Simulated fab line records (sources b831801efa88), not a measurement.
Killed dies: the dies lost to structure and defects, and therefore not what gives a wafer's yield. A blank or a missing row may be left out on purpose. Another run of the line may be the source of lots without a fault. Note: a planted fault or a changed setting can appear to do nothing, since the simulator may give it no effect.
Chamber matching :: flow gf180mcu :: GF_V1_CMP_04 on cmp-01: 4 sister chambers
The step polishes SiO2. 16 wafers are shown with their chamber, then 8 later ones without.

== WAFERS PAIRED WITH THEIR CHAMBERS ==
wafer: L660.1
chamber: 0
motor-current-A (A): 12.1
edge-zone-pressure-frac: 0.994
time-to-endpoint-s (s): 72

wafer: L660.4
chamber: 1
motor-current-A (A): 9.6
edge-zone-pressure-frac: 0.998
time-to-endpoint-s (s): 73

wafer: L660.6
chamber: 1
motor-current-A (A): 10.2
edge-zone-pressure-frac: 1.007
time-to-endpoint-s (s): 82

wafer: L672.2
chamber: 0
motor-current-A (A): 12.4
edge-zone-pressure-frac: 1.004
time-to-endpoint-s (s): 76

wafer: L672.3
chamber: 1
motor-current-A (A): 9.4
edge-zone-pressure-frac: 1.002
time-to-endpoint-s (s): 82

wafer: L672.5
chamber: 3
motor-current-A (A): 9.7
edge-zone-pressure-frac: 1.000
time-to-endpoint-s (s): 72

wafer: L673.1
chamber: 2
motor-current-A (A): 11.1
edge-zone-pressure-frac: 0.999
time-to-endpoint-s (s): 85

wafer: L673.2
chamber: 1
motor-current-A (A): 10.0
edge-zone-pressure-frac: 1.007
time-to-endpoint-s (s): 80

wafer: L673.3
chamber: 3
motor-current-A (A): 9.6
edge-zone-pressure-frac: 1.003
time-to-endpoint-s (s): 65

wafer: L674.2
chamber: 2
motor-current-A (A): 10.3
edge-zone-pressure-frac: 0.993
time-to-endpoint-s (s): 75

wafer: L674.3
chamber: 1
motor-current-A (A): 10.0
edge-zone-pressure-frac: 0.997
time-to-endpoint-s (s): 63

wafer: L674.4
chamber: 0
motor-current-A (A): 11.9
edge-zone-pressure-frac: 0.995
time-to-endpoint-s (s): 73

wafer: L676.4
chamber: 3
motor-current-A (A): 9.8
edge-zone-pressure-frac: 1.009
time-to-endpoint-s (s): 74

wafer: L676.5
chamber: 0
motor-current-A (A): 12.0
edge-zone-pressure-frac: 0.996
time-to-endpoint-s (s): 81

wafer: L676.6
chamber: 3
motor-current-A (A): 10.2
edge-zone-pressure-frac: 1.012
time-to-endpoint-s (s): 70

wafer: L678.1
chamber: 2
motor-current-A (A): 11.9
edge-zone-pressure-frac: 0.999
time-to-endpoint-s (s): 79

SIGNATURES (averages over the wafers above)
reading: motor-current-A
chamber 0: 12.100
chamber 1: 9.840
chamber 2: 11.100
chamber 3: 9.825
scatter within a chamber: 0.414

reading: edge-zone-pressure-frac
chamber 0: 0.99725
chamber 1: 1.00220
chamber 2: 0.99700
chamber 3: 1.00600
scatter within a chamber: 0.00472

reading: time-to-endpoint-s
chamber 0: 75.50
chamber 1: 76.00
chamber 2: 79.67
chamber 3: 70.25
scatter within a chamber: 5.85
Rule: a wafer's distance from a chamber is the root of the sum, over the readings, of the square of ((its reading less the chamber's mean) divided by the reading's scatter). The wafer belongs to the nearest chamber; if the next one is less than 2 further off, it can't be placed. How the scatter is found: for the shown wafers, subtract from each reading the mean of its chamber, square and add these, divide the total by (wafers less chambers), then take the root.

== WAFERS WITHOUT THEIR CHAMBER ==
wafer: L678.3
motor-current-A (A): 9.8
edge-zone-pressure-frac: 1.000
time-to-endpoint-s (s): 77

wafer: L678.6
motor-current-A (A): 12.0
edge-zone-pressure-frac: 1.001
time-to-endpoint-s (s): 79

wafer: L679.1
motor-current-A (A): 9.6
edge-zone-pressure-frac: 1.000
time-to-endpoint-s (s): 69

wafer: L679.2
motor-current-A (A): 11.7
edge-zone-pressure-frac: 1.000
time-to-endpoint-s (s): 76

wafer: L679.5
motor-current-A (A): 9.5
edge-zone-pressure-frac: 0.997
time-to-endpoint-s (s): 65

wafer: L680.1
motor-current-A (A): 12.7
edge-zone-pressure-frac: 1.003
time-to-endpoint-s (s): 69

wafer: L680.2
motor-current-A (A): 11.2
edge-zone-pressure-frac: 1.001
time-to-endpoint-s (s): 75

wafer: L680.6
motor-current-A (A): 10.7
edge-zone-pressure-frac: 0.998
time-to-endpoint-s (s): 76

== THE CHAMBER EACH PASSED THROUGH ==
wafer: L678.3
from the rows above: can't be placed: 1 or 3
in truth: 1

wafer: L678.6
from the rows above: can't be placed: 0 or 2
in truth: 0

wafer: L679.1
from the rows above: can't be placed: 3 or 1
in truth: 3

wafer: L679.2
from the rows above: can't be placed: 0 or 2
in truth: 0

wafer: L679.5
from the rows above: can't be placed: 3 or 1
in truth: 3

wafer: L680.1
from the rows above: 0
in truth: 0

wafer: L680.2
from the rows above: can't be placed: 2 or 0
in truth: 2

wafer: L680.6
from the rows above: can't be placed: 2 or 1 or 3
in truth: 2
Correctly placed: 1 of 8. Unplaceable from these rows: 7, with the true chamber sitting among the candidates in 7. Wrongly placed: 0.
